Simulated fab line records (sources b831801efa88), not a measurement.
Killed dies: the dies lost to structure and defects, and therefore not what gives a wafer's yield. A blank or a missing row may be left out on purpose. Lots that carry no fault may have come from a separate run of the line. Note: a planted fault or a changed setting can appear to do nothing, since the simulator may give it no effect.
fab line records    flow gf180mcu    part 1 of 2: steps 1 to 29 of 40
record lots=5  wafers=15  last-day=34
route steps=602 shown STI@4 DNWELL@32 NWELL@42
lots that met no fault: taken from a fault-free run of the same line
start-h: hours from the record's first day to the start of the lot's first wafer shown    wait-h: hours from the lot's prior step to this one    " repeats the value in the row above    L1.1+2: a single row standing in for several wafers    - either no value or no given start    * or withheld: withheld    < > ~ a bound
route shown NAME@n: a module of which the file shows steps, and the number in the route of the first    usual: the fault-free wafers' mean and standard deviation    same: alike in all rows    chamber/n: place in a boat    sites: readings site by site    _std_site: how widely they spread, as a standard deviation    _edge_site: inner sites' mean taken away from outer sites' mean    radius-mm: how far each site lies from the wafer's centre    mask NAME#n: copy n    behind: the tool/chamber that last shaped the wafer    hold: cause of the lot's hold/its duration in hours/its outcome    device: names the non-switching transistor (n, p or np)    end of line: the same wafers' tests at the end of the route    a step given without rows: its recipe and nothing more    killed: the dies lost at the first sort to structure and to defects; this is not the yield of the wafer    map: the dies of a wafer, with x for killed, . for not killed, _ for no die there
set.NAME: the run value of the setting; set.NAME@STEP: its run value at that earlier step    model.NAME: the simulator's own value behind a step, which no gauge read
lots seen at some steps along the route; tables by step, rows by wafer
services: the hour from which a tool's chamber was out of use, counted from the record's first day as start-h (under 0 if before that day), plus the number of hours and why
## steps
# step GF_STI_CVD_03
# recipe material=Si3N4  precursor=DCS/NH3  target-thk-nm=207.16  temp-c=770  time-s=3551  pressure-mtorr=250
# same time-s=3551
lot.wafer   tool      chamber  start-h  wait-h
L080.1+2+3  lpcvd-02  1        46.31    0.1
L086.1+3+5  lpcvd-01  1        72.21    0.1
L089.2+4+5  lpcvd-01  1        86.57    0.0
L090.1+2+6  lpcvd-02  1        91.57    0.1
L096.2+3+6  lpcvd-01  0        121.57   0.0
# step GF_STI_THK_MEAS_04
# recipe reads=Si3N4_of_STI_CVD_03
# usual STI_CVD_03_THK=207.2/1.7
lot.wafer  tool           chamber  start-h  wait-h  STI_CVD_03_THK[nm]
L080.1     film-metro-02  -        48.30    0.0     208.0
L080.2     "              -        "        "       207.2
L080.3     "              -        "        "       206.9
L086.1     film-metro-01  -        74.19    0.0     207.6
L086.3     "              -        "        "       207.8
L086.5     "              -        "        "       206.4
L089.2     film-metro-01  -        88.57    0.0     207.3
L089.4     "              -        "        "       206.3
L089.5     "              -        "        "       206.2
L090.1     film-metro-01  -        93.56    0.0     207.1
L090.2     "              -        "        "       206.2
L090.6     "              -        "        "       206.4
L096.2     film-metro-01  -        123.57   0.0     207.5
L096.3     "              -        "        "       206.8
L096.6     "              -        "        "       208.2
# step GF_STI_DEHYDRATE_05
# recipe temp-c=200  time-s=60
# usual plate-temp-C=200.01/0.15
# same time-s=60
lot.wafer  tool            chamber  start-h  wait-h  plate-temp-C
L080.1     litho-track-03  0        53.55    5.2     200.17
L080.2     "               0        "        "       199.97
L080.3     "               0        "        "       199.92
L086.1     litho-track-03  0        80.25    6.0     199.98
L086.3     "               0        "        "       199.95
L086.5     "               0        "        "       199.76
L089.2     litho-track-01  0        95.00    6.4     199.95
L089.4     "               0        "        "       200.12
L089.5     "               0        "        "       200.03
L090.1     litho-track-03  0        100.10   6.5     200.15
L090.2     "               0        "        "       200.09
L090.6     "               0        "        "       199.88
L096.2     litho-track-02  0        130.57   7.0     200.12
L096.3     "               0        "        "       200.18
L096.6     "               0        "        "       199.99
# step GF_STI_HMDS_06
# recipe prime-time-s=60  prime-temp-c=120
# same prime-time-s=60
lot.wafer   tool            chamber  start-h  wait-h
L080.1+2+3  litho-track-03  0        53.70    0.1
L086.1+3+5  litho-track-03  0        80.40    0.1
L089.2+4+5  litho-track-01  0        95.15    0.1
L090.1+2+6  litho-track-03  0        100.25   0.1
L096.2+3+6  litho-track-02  0        130.72   0.1
# step GF_STI_COAT_07
# recipe resist=KrF  spin-rpm=withheld  resist-thk-nm=700
lot.wafer   tool            chamber  start-h  wait-h
L080.1+2+3  litho-track-03  0        53.85    0.1
L086.1+3+5  litho-track-03  0        80.55    0.1
L089.2+4+5  litho-track-01  0        95.30    0.1
L090.1+2+6  litho-track-03  0        100.40   0.1
L096.2+3+6  litho-track-02  0        130.87   0.1
# step GF_STI_SOFTBAKE_08
# recipe temp-c=130  time-s=60  resist=KrF
# usual plate-temp-C=130.00/0.12
# same time-s=60
lot.wafer  tool            chamber  start-h  wait-h  plate-temp-C
L080.1     litho-track-03  0        54.00    0.1     129.99
L080.2     "               0        "        "       130.07
L080.3     "               0        "        "       129.99
L086.1     litho-track-03  0        80.70    0.1     130.26
L086.3     "               0        "        "       129.95
L086.5     "               0        "        "       129.99
L089.2     litho-track-01  0        95.45    0.1     130.02
L089.4     "               0        "        "       129.98
L089.5     "               0        "        "       130.01
L090.1     litho-track-03  0        100.55   0.1     130.13
L090.2     "               0        "        "       130.18
L090.6     "               0        "        "       129.98
L096.2     litho-track-02  0        131.02   0.1     130.05
L096.3     "               0        "        "       129.91
L096.6     "               0        "        "       129.96
# step GF_STI_EXPOSE_09
# recipe mask-id=COMP  target-cd-nm=220  na=0.68  source-shape=conventional  sigma-outer=0.6  dose-mj=28
# usual stage-vel-mm-s=499.88/0.28
lot.wafer  tool            chamber  start-h  wait-h  mask    stage-vel-mm-s
L080.1     krf-scanner-01  0        -        -       COMP#0  500.04
L080.2     "               0        "        "       COMP#0  499.83
L080.3     "               0        "        "       COMP#0  499.96
L086.1     krf-scanner-02  0        -        -       COMP#0  499.29
L086.3     "               0        "        "       COMP#0  499.88
L086.5     "               0        "        "       COMP#0  499.66
L089.2     krf-scanner-01  0        -        -       COMP#0  499.62
L089.4     "               0        "        "       COMP#0  500.30
L089.5     "               0        "        "       COMP#0  500.09
L090.1     krf-scanner-02  0        -        -       COMP#0  500.05
L090.2     "               0        "        "       COMP#0  499.91
L090.6     "               0        "        "       COMP#0  500.01
L096.2     krf-scanner-01  0        -        -       COMP#0  499.67
L096.3     "               0        "        "       COMP#0  499.48
L096.6     "               0        "        "       COMP#0  499.48
# step GF_STI_PEB_10
# recipe peb-temp-c=135  peb-time-s=90  resist=KrF
# usual plate-temp-C=134.99/0.14
lot.wafer  tool            chamber  start-h  wait-h  plate-temp-C
L080.1     litho-track-03  0        -        -       134.98
L080.2     "               0        "        "       135.02
L080.3     "               0        "        "       135.09
L086.1     litho-track-03  0        -        -       134.97
L086.3     "               0        "        "       134.99
L086.5     "               0        "        "       134.99
L089.2     litho-track-02  0        -        -       135.04
L089.4     "               0        "        "       134.93
L089.5     "               0        "        "       134.91
L090.1     litho-track-02  0        -        -       134.99
L090.2     "               0        "        "       135.05
L090.6     "               0        "        "       134.75
L096.2     litho-track-03  0        -        -       134.83
L096.3     "               0        "        "       134.98
L096.6     "               0        "        "       134.90
# step GF_STI_DEVELOP_11
# recipe develop-time-s=60  dev-temp-c=21
lot.wafer   tool            chamber  start-h  wait-h
L080.1+2+3  litho-track-03  0        59.75    0.2
L086.1+3+5  litho-track-03  0        87.55    0.2
L089.2+4+5  litho-track-02  0        102.47   0.2
L090.1+2+6  litho-track-02  0        107.34   0.2
L096.2+3+6  litho-track-03  0        138.92   0.2
# step GF_STI_CD_MEAS_12
# recipe target-cd-nm=220
# usual cd-nm=219.8/1.6
lot.wafer  tool       chamber  start-h  wait-h  cd-nm
L080.1     cd-sem-01  -        59.90    0.1     220.7
L080.2     "          -        "        "       220.2
L080.3     "          -        "        "       220.8
L086.1     cd-sem-02  -        87.73    0.2     217.6
L086.3     "          -        "        "       218.7
L086.5     "          -        "        "       218.6
L089.2     cd-sem-02  -        102.61   0.1     222.0
L089.4     "          -        "        "       221.0
L089.5     "          -        "        "       219.3
L090.1     cd-sem-01  -        107.49   0.1     220.4
L090.2     "          -        "        "       221.2
L090.6     "          -        "        "       219.2
L096.2     cd-sem-02  -        139.07   0.1     221.0
L096.3     "          -        "        "       222.3
L096.6     "          -        "        "       222.6
# step GF_STI_ETCH_13
# recipe chemistry=CHF3/O2  stop-on=Si  over-etch-frac=0.3  target-depth-a=2823.1  source-w=600  bias-w=200  pressure-mtorr=40  chf3-flow-sccm=50  O2_flow_sccm=5  time-s=112.9
# usual bias-w=200.1/0.58  drypump-motor-current-A=5.86/0.28  oes-product-au=0.832/0.0062  throttle-valve-pct=8.811/0.0088
# same over-etch-frac=0.3  time-s=112.9
lot.wafer  tool         chamber  start-h  wait-h  bias-w  drypump-motor-current-A  oes-product-au  rf-hours-counter-h  throttle-valve-pct
L080.1     rie-diel-03  3        60.02    0.1     200.7   5.81                     0.839           161                 8.799
L080.2     "            1        "        "       200.5   5.33                     0.832           130                 8.816
L080.3     "            0        "        "       199.4   5.69                     0.833           64                  8.813
L086.1     rie-diel-02  1        87.85    0.1     199.7   5.99                     0.833           38                  8.811
L086.3     "            2        "        "       199.7   5.46                     0.831           52                  8.809
L086.5     "            3        "        "       200.1   6.09                     0.831           -                   8.831
L089.2     rie-diel-03  1        102.71   0.1     200.2   5.32                     0.840           132                 8.812
L089.4     "            3        "        "       200.6   5.81                     0.824           162                 8.813
L089.5     "            2        "        "       199.4   6.15                     0.831           -                   8.805
L090.1     rie-diel-03  3        107.61   0.1     200.0   5.80                     0.819           162                 8.817
L090.2     "            2        "        "       199.9   6.15                     0.827           46                  8.805
L090.6     "            2        "        "       199.7   6.13                     0.827           -                   8.809
L096.2     rie-diel-03  1        139.17   0.1     199.6   5.33                     0.833           133                 8.809
L096.3     "            0        "        "       199.8   5.68                     0.826           66                  8.810
L096.6     "            2        "        "       200.0   6.12                     0.831           -                   8.798
# step GF_STI_ETCH_14
# recipe target=Si  chemistry=HBr/Cl2/O2  target-depth-nm=360  icp-w=600  bias-w=150  pressure-mtorr=15  HBr_flow_sccm=150  Cl2_flow_sccm=40  O2_flow_sccm=6  time-s=102.9
# usual bias-w=150.0/0.45  drypump-motor-current-A=5.6/0.61  oes-product-au=1.000/0.016  throttle-valve-pct=25.657/0.013
# same time-s=102.9
lot.wafer  tool       chamber  start-h  wait-h  bias-w  drypump-motor-current-A  oes-product-au  rf-hours-counter-h  throttle-valve-pct
L080.1     rie-si-01  3        60.10    0.0     150.5   5.6                      0.986           90                  25.675
L080.2     "          2        "        "       149.3   5.5                      0.988           18                  25.661
L080.3     "          1        "        "       149.0   4.6                      0.968           67                  25.674
L086.1     rie-si-01  2        87.93    0.0     149.7   5.5                      0.982           19                  25.660
L086.3     "          1        "        "       149.8   4.6                      0.971           68                  25.661
L086.5     "          2        "        "       150.0   5.5                      0.984           -                   25.658
L089.2     rie-si-02  0        102.79   0.0     150.1   5.3                      0.985           31                  25.674
L089.4     "          1        "        "       150.4   4.9                      1.036           69                  25.639
L089.5     "          1        "        "       150.8   4.9                      1.016           -                   25.652
L090.1     rie-si-01  1        107.69   0.0     150.4   4.7                      0.998           68                  25.635
L090.2     "          2        "        "       150.2   5.5                      0.998           19                  25.638
L090.6     "          1        "        "       150.6   4.7                      0.988           -                   25.666
L096.2     rie-si-02  0        139.24   0.0     150.4   5.3                      0.981           31                  25.688
L096.3     "          2        "        "       149.9   6.4                      0.987           -                   25.675
L096.6     "          2        "        "       150.2   6.3                      0.993           -                   25.668
# step GF_STI_STRIP_15
# recipe chemistry=O2/N2  power-w=1400  pressure-mtorr=1500  platen-temp-c=250  o2-flow-sccm=3000  n2-flow-sccm=300  overash-fraction=0.5
# usual drypump-motor-current-A=5.7/0.57  heater-power-w=308/21  oes-product-au=0.385/0.0047  strip-time-to-endpoint-s=3.75/0.042
lot.wafer  tool             chamber  start-h  wait-h  drypump-motor-current-A  heater-power-w  oes-product-au  rf-hours-counter-h  strip-time-to-endpoint-s
L080.1     plasma-asher-04  1        60.17    0.0     5.2                      298             0.378           27                  3.74
L080.2     "                0        "        "       6.0                      324             0.385           27                  3.71
L080.3     "                0        "        "       6.0                      331             0.387           -                   3.84
L086.1     plasma-asher-04  0        88.00    0.0     6.0                      328             0.383           30                  3.73
L086.3     "                1        "        "       5.2                      292             0.388           -                   3.85
L086.5     "                1        "        "       5.2                      298             0.385           -                   3.77
L089.2     plasma-asher-01  0        102.87   0.0     6.0                      312             0.374           45                  3.75
L089.4     "                0        "        "       6.0                      321             0.386           -                   3.72
L089.5     "                1        "        "       5.5                      327             0.381           -                   3.72
L090.1     plasma-asher-01  0        107.77   0.0     6.0                      320             0.380           46                  3.76
L090.2     "                1        "        "       5.5                      318             0.387           46                  3.74
L090.6     "                1        "        "       5.5                      335             0.391           -                   3.77
L096.2     plasma-asher-04  1        139.36   0.1     5.2                      303             0.389           36                  3.78
L096.3     "                1        "        "       5.2                      299             0.381           -                   3.83
L096.6     "                1        "        "       5.2                      297             0.390           -                   3.80
# step GF_STI_CLEAN_16
# recipe chemistry=dHF  time-s=25  dilution=100:1
# same time-s=25
lot.wafer   tool          chamber  start-h  wait-h
L080.1+2+3  wet-bench-01  0        60.27    0.1
L086.1+3+5  wet-bench-01  1        88.10    0.1
L089.2+4+5  wet-bench-02  2        102.97   0.1
L090.1+2+6  wet-bench-02  0        107.87   0.1
L096.2+3+6  wet-bench-02  2        139.46   0.1
# step GF_STI_WET_ETCH_17
# recipe chemistry=H3PO4  target-depth-nm=45  temp-c=160  target=Si3N4  time-s=514
# same time-s=514
lot.wafer   tool          chamber  start-h  wait-h
L080.1+2+3  wet-bench-03  2        60.28    0.0
L086.1+3+5  wet-bench-02  2        88.12    0.0
L089.2+4+5  wet-bench-02  1        102.98   0.0
L090.1+2+6  wet-bench-01  2        107.88   0.0
L096.2+3+6  wet-bench-01  2        139.47   0.0
# step GF_STI_CLEAN_18
# recipe chemistry=SC1/SC2  mix=1:4:20  temp-c=70  time-s=154.2
# same time-s=154.2
lot.wafer   tool          chamber  start-h  wait-h
L080.1+2+3  wet-bench-02  0        60.44    0.0
L086.1+3+5  wet-bench-01  0        88.27    0.0
L089.2+4+5  wet-bench-03  1        103.13   0.0
L090.1+2+6  wet-bench-03  1        108.03   0.0
L096.2+3+6  wet-bench-03  2        139.62   0.0
# step GF_STI_CLEAN_19
# recipe chemistry=dHF  time-s=20  dilution=100:1
# same time-s=20
lot.wafer   tool          chamber  start-h  wait-h
L080.1+2+3  wet-bench-03  1        60.49    0.0
L086.1+3+5  wet-bench-02  2        88.32    0.0
L089.2+4+5  wet-bench-02  1        103.19   0.0
L090.1+2+6  wet-bench-02  2        108.08   0.0
L096.2+3+6  wet-bench-02  2        139.67   0.0
# step GF_STI_WET_ETCH_20
# recipe chemistry=dHF  dilution=100:1  target-depth-nm=20  temp-c=25  dry=ipa-marangoni  target=SiO2  time-s=400
# same time-s=400
lot.wafer   tool          chamber  start-h  wait-h
L080.1+2+3  wet-bench-02  2        60.50    0.0
L086.1+3+5  wet-bench-01  0        88.33    0.0
L089.2+4+5  wet-bench-03  2        103.20   0.0
L090.1+2+6  wet-bench-01  2        108.10   0.0
L096.2+3+6  wet-bench-01  3        139.69   0.0
# step GF_STI_OXIDATION_21
# recipe temp-c=1000  ambient=O2  stabilise-s=600  purge-s=300  target-thk-a=150  ox-time-s=458
# usual tube_center_temp_C_max=1002.6/0.39
lot.wafer  tool        chamber  start-h  wait-h  tube_center_temp_C_max
L080.1     furnace-02  0        61.51    0.9     1002.7
L080.2     "           0        "        "       1002.4
L080.3     "           0        "        "       1002.5
L086.1     furnace-01  0        88.45    0.0     1002.2
L086.3     "           0        "        "       1003.1
L086.5     "           0        "        "       1003.6
L089.2     furnace-02  0        105.22   1.9     1002.5
L089.4     "           0        "        "       1002.8
L089.5     "           0        "        "       1003.1
L090.1     furnace-02  0        109.29   1.1     1002.4
L090.2     "           0        "        "       1002.4
L090.6     "           0        "        "       1002.9
L096.2     furnace-01  0        139.81   0.0     1002.0
L096.3     "           0        "        "       1002.6
L096.6     "           0        "        "       1003.0
# step GF_STI_THK_MEAS_22
# recipe reads=SiO2_of_STI_OXIDATION_21
# usual STI_OXIDATION_01_THK=15.17/0.27
lot.wafer  tool           chamber  start-h  wait-h  STI_OXIDATION_01_THK[nm]
L080.1     film-metro-01  -        62.64    0.0     15.33
L080.2     "              -        "        "       15.29
L080.3     "              -        "        "       15.58
L086.1     film-metro-01  -        89.58    0.0     15.10
L086.3     "              -        "        "       14.93
L086.5     "              -        "        "       14.90
L089.2     film-metro-01  -        106.35   0.0     14.84
L089.4     "              -        "        "       14.96
L089.5     "              -        "        "       14.92
L090.1     film-metro-01  -        110.42   0.0     15.86
L090.2     "              -        "        "       15.65
L090.6     "              -        "        "       15.86
L096.2     film-metro-02  -        140.94   0.0     15.33
L096.3     "              -        "        "       15.78
L096.6     "              -        "        "       15.69
# step GF_STI_CVD_23
# recipe material=SiO2  target-thk-nm=650  sigma-open-frac=0.3  time-s=108.3  temp-c=600  sih4-flow-sccm=60  pressure-mtorr=6
# same time-s=108.3
lot.wafer   tool       chamber  start-h  wait-h
L080.1+2+3  hdpcvd-02  2,0,1    62.70    0.1
L086.1+3+5  hdpcvd-01  2,0,1    89.64    0.1
L089.2+4+5  hdpcvd-01  2,2,0    106.40   0.0
L090.1+2+6  hdpcvd-01  2,1,1    110.48   0.1
L096.2+3+6  hdpcvd-02  0,2,2    140.99   0.0
# step GF_STI_THK_MEAS_24
# recipe reads=SiO2_of_STI_CVD_23
# usual STI_CVD_23_THK=647/7.6
lot.wafer  tool           chamber  start-h  wait-h  STI_CVD_23_THK[nm]
L080.1     film-metro-04  -        62.78    0.0     641
L080.2     "              -        "        "       641
L080.3     "              -        "        "       642
L086.1     film-metro-04  -        89.72    0.0     647
L086.3     "              -        "        "       654
L086.5     "              -        "        "       672
L089.2     film-metro-04  -        106.49   0.0     651
L089.4     "              -        "        "       645
L089.5     "              -        "        "       657
L090.1     film-metro-01  -        110.55   0.0     649
L090.2     "              -        "        "       649
L090.6     "              -        "        "       651
L096.2     film-metro-01  -        141.08   0.0     652
L096.3     "              -        "        "       649
L096.6     "              -        "        "       648
# step GF_STI_CMP_25
# recipe stop-on=Si3N4  t-overpolish-s=33  down-force-psi=4  platen-rpm=60  target-thk-nm=524.6  pad-velocity-m-s=0.94248
# usual motor-current-A=12.8/1.3  overpolish-run-s=33.000/0.0084  retaining-ring-pressure-frac=1.001/0.0049  time-to-endpoint-s=125/4.7
lot.wafer  tool    chamber  start-h  wait-h  motor-current-A  overpolish-run-s  retaining-ring-pressure-frac  time-to-endpoint-s
L080.3     cmp-02  1        62.89    0.1     11.8             33.007            1.006                         124
L080.2     "       2        "        "       16.5             33.001            0.997                         118
L080.1     "       3        "        "       12.5             33.007            1.002                         121
L086.3     cmp-02  3        89.83    0.1     12.3             33.006            0.997                         133
L086.1     "       1        "        "       12.8             33.003            0.998                         130
L086.5     "       2        "        "       15.2             33.011            0.997                         129
L089.4     cmp-02  1        106.64   0.1     13.2             33.011            0.998                         122
L089.2     "       2        "        "       15.0             33.004            1.001                         116
L089.5     "       3        "        "       11.9             32.992            1.004                         124
L090.2     cmp-01  3        110.71   0.1     13.4             32.997            1.002                         130
L090.1     "       0        "        "       13.7             32.992            0.997                         127
L090.6     "       1        "        "       13.2             32.998            1.003                         128
L096.3     cmp-01  2        141.13   0.0     10.9             32.999            0.995                         131
L096.2     "       3        "        "       12.8             33.000            1.001                         134
L096.6     "       2        "        "       10.7             32.998            1.003                         130
# step GF_STI_WET_ETCH_26
# recipe chemistry=dHF  target-depth-nm=94  target=SiO2  temp-c=25  dilution=10:1  time-s=188
# same time-s=188
lot.wafer   tool          chamber  start-h  wait-h
L080.1+2+3  wet-bench-01  3        63.14    0.1
L086.1+3+5  wet-bench-02  2        90.08    0.1
L089.2+4+5  wet-bench-03  0        106.84   0.1
L090.1+2+6  wet-bench-02  0        110.91   0.1
L096.2+3+6  wet-bench-03  0        141.43   0.2
# step GF_STI_WET_ETCH_27
# recipe chemistry=H3PO4  target-depth-nm=160  target=Si3N4  temp-c=160  time-s=1825
# same time-s=1825
lot.wafer   tool          chamber  start-h  wait-h
L080.1+2+3  wet-bench-03  2        63.20    0.0
L086.1+3+5  wet-bench-03  0        90.14    0.0
L089.2+4+5  wet-bench-01  0        106.90   0.0
L090.1+2+6  wet-bench-01  1        110.97   0.0
L096.2+3+6  wet-bench-02  3        141.50   0.0
# step GF_STI_WET_ETCH_28
# recipe chemistry=dHF  target-depth-nm=20  dry=ipa-marangoni  target=SiO2  temp-c=25  dilution=10:1  time-s=40
# same time-s=40
lot.wafer   tool          chamber  start-h  wait-h
L080.1+2+3  wet-bench-02  1        63.72    0.0
L086.1+3+5  wet-bench-02  0        90.65    0.0
L089.2+4+5  wet-bench-03  2        107.42   0.0
L090.1+2+6  wet-bench-03  3        111.49   0.0
L096.2+3+6  wet-bench-01  2        142.06   0.0
# step GF_STI_OXIDATION_29
# recipe temp-c=900  ambient=O2  stabilise-s=600  purge-s=300  target-thk-a=100  ox-time-s=1418
# usual tube_center_temp_C_max=902.4/0.35
lot.wafer  tool        chamber  start-h  wait-h  tube_center_temp_C_max
L080.1     furnace-02  0        63.74    0.0     902.5
L080.2     "           0        "        "       902.6
L080.3     "           0        "        "       901.7
L086.1     furnace-02  0        90.67    0.0     902.3
L086.3     "           0        "        "       902.6
L086.5     "           0        "        "       902.2
L089.2     furnace-01  0        109.08   1.6     902.3
L089.4     "           0        "        "       902.6
L089.5     "           0        "        "       902.2
L090.1     furnace-01  0        111.51   0.0     902.2
L090.2     "           0        "        "       902.2
L090.6     "           0        "        "       902.5
L096.2     furnace-02  0        142.56   0.5     902.3
L096.3     "           0        "        "       902.0
L096.6     "           0        "        "       902.3
# step GF_STI_THK_MEAS_30
# recipe reads=SiO2_of_STI_OXIDATION_29
# usual STI_OXIDATION_02_THK=10.07/0.2
lot.wafer  tool           chamber  start-h  wait-h  STI_OXIDATION_02_THK[nm]
L080.1     film-metro-01  -        65.13    0.0     10.00
L080.2     "              -        "        "       10.17
L080.3     "              -        "        "       10.07
L086.1     film-metro-02  -        92.07    0.0     10.26
L086.3     "              -        "        "       10.25
L086.5     "              -        "        "       10.16
L089.2     film-metro-04  -        110.49   0.0     10.22
L089.4     "              -        "        "       10.05
L089.5     "              -        "        "       10.20
L090.1     film-metro-04  -        112.90   0.0     9.84
L090.2     "              -        "        "       9.82
L090.6     "              -        "        "       10.00
L096.2     film-metro-01  -        143.97   0.0     9.84
L096.3     "              -        "        "       9.89
L096.6     "              -        "        "       10.08
# step GF_DNWELL_DEHYDRATE_00
# recipe temp-c=200  time-s=60
# usual plate-temp-C=200.01/0.16
# same time-s=60
lot.wafer  tool            chamber  start-h  wait-h  plate-temp-C
L080.1     litho-track-04  0        71.31    6.2     199.98
L080.2     "               0        "        "       199.87
L080.3     "               0        "        "       200.07
L086.1     litho-track-01  0        99.07    7.0     199.85
L086.3     "               0        "        "       199.96
L086.5     "               0        "        "       200.21
L089.2     litho-track-03  0        117.12   6.6     200.28
L089.4     "               0        "        "       200.24
L089.5     "               0        "        "       200.18
L090.1     litho-track-04  0        119.56   6.6     199.80
L090.2     "               0        "        "       200.08
L090.6     "               0        "        "       200.23
L096.2     litho-track-03  0        151.27   7.3     199.89
L096.3     "               0        "        "       200.10
L096.6     "               0        "        "       200.08
